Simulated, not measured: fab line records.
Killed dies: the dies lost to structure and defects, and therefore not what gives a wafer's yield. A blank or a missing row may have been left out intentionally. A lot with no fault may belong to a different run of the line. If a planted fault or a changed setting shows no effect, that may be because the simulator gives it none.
Which tool did it?    flow gf180mcu    21 wafers from 7 lots sampled at 4 of the route's 602 steps

## WHAT EACH GAUGE READ, for each wafer
GF_CONTACT_BOW_MEAS_05.
lot   measured      on            CONTACT_BOW (um)
L380  day 15 19:08  filmMetro-04  65 65 66
L382  day 16 15:52  filmMetro-02  63 54 62
L384  day 17 08:25  filmMetro-04  59 74 69
L389  day 19 08:22  filmMetro-04  59 70 66
L392  day 20 08:22  filmMetro-02  67 67 53
L394  day 20 23:13  filmMetro-01  69 72 77
L396  day 21 12:28  filmMetro-04  73 66 70

## WHICH TOOL RAN EACH LOT (tool, then ch and the chambers of the sampled wafers, then the start)
lot   GF_STI_PEB_10                    GF_SAB_CVD_00                    GF_SALICIDE_RTA_06
L380  lithoTrack-03 ch 0, day 2 11:17  pecvd-03 ch 0,1,2, day 14 20:01  rtpAnneal-01 ch 0, day 15 18:07
L382  lithoTrack-02 ch 0, day 2 22:56  pecvd-03 ch 0,1, day 15 15:49    rtpAnneal-01 ch 0, day 16 14:54
L384  lithoTrack-04 ch 0, day 3 07:05  pecvd-04 ch 0,1, day 16 08:37    rtpAnneal-01 ch 0, day 17 07:35
L389  lithoTrack-04 ch 0, day 4 11:54  pecvd-02 ch 0,2, day 18 06:43    rtpAnneal-02 ch 0, day 19 07:32
L392  lithoTrack-03 ch 0, day 5 00:20  pecvd-02 ch 0,2, day 19 07:19    rtpAnneal-01 ch 0, day 20 07:32
L394  lithoTrack-03 ch 0, day 5 12:10  pecvd-04 ch 0,1,2, day 19 22:07  rtpAnneal-01 ch 0, day 20 22:17
L396  lithoTrack-03 ch 0, day 5 21:43  pecvd-04 ch 0,2, day 20 11:16    rtpAnneal-01 ch 0, day 21 11:38
- GF_STI_PEB_10: peb time 90 s.
- GF_SAB_CVD_00: deposits SiO2 from TEOS, target thk 50 nm, time 4.9302 s.
- GF_SALICIDE_RTA_06: time 30 s.

## THE ANSWER, worked out from the rows above alone
Rule: what is usual is taken from the lots themselves. Put in order of their means at a reading, lots are off if they are a third of the lots or fewer, leave a main group of 4 or more, and stand apart from it by a gap of 3 or more times the standard deviation of the main group's means; of several such gaps the widest counts. The tables above print the reading to a certain number of digits; a main group whose means all agree to those digits is not used. A lot without any number at a reading at which 4 lots or more have one is off too. All remaining lots with rows at the step are treated as sound.
No lot is off at any reading shown: from this, nothing can be told.

## WHAT THE SIMULATOR HAD INSERTED
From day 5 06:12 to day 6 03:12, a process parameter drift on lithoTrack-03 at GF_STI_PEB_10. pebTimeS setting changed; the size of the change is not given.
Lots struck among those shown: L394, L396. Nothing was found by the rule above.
